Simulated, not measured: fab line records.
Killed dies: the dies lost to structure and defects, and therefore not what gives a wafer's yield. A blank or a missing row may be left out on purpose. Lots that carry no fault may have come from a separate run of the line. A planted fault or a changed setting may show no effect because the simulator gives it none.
Matching of chambers ; flow sky130 ; 4 sister chambers for SKY_CONTACT_ETCH_17 on rie_diel-01
The step etches SiO2 in C4F8/O2/Ar, stops on Si3N4, target depth 340 nm. 8 wafers are shown with their chamber, then 7 later ones without.

== WAFERS PAIRED WITH THEIR CHAMBERS ==
wafer;chamber;oes_product_au (a.u.)
L658.3;1;0.897
L658.5;0;0.885
L659.5;3;0.880
L664.1;3;0.892
L664.5;1;0.885
L664.6;2;0.895
L671.2;2;0.889
L671.4;0;0.893

== WAFERS WITHOUT THEIR CHAMBER ==
wafer;oes_product_au (a.u.)
L671.6;0.893
L672.2;0.897
L672.4;0.894
L672.6;0.887
L675.1;0.888
L675.3;0.888
L675.5;0.888

== THE CHAMBER EACH PASSED THROUGH ==
wafer;from the rows above;in truth
L671.6;can't be placed: 2 or 1 or 0 or 3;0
L672.2;can't be placed: 2 or 1 or 0 or 3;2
L672.4;can't be placed: 2 or 1 or 0 or 3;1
L672.6;can't be placed: 3 or 0 or 1 or 2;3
L675.1;can't be placed: 0 or 3 or 1 or 2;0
L675.3;can't be placed: 0 or 3 or 1 or 2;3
L675.5;can't be placed: 0 or 3 or 1 or 2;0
0 of 7 placed correctly. Unplaceable from these rows: 7, with the true chamber sitting among the candidates in 7. Wrongly placed: 0.
How it was worked out, from the rows above alone: a wafer's distance from a chamber is the root of the sum, over the readings, of the square of ((its reading less the chamber's mean) divided by the reading's scatter). If the next closest chamber is less than 2 further off than the closest, the wafer can't be placed; otherwise it belongs to the closest. A chamber's mean is the mean of its shown wafers. The scatter: take each reading less its chamber's mean, square it, sum over the shown wafers, divide by the number of wafers less the number of chambers, and take the root.
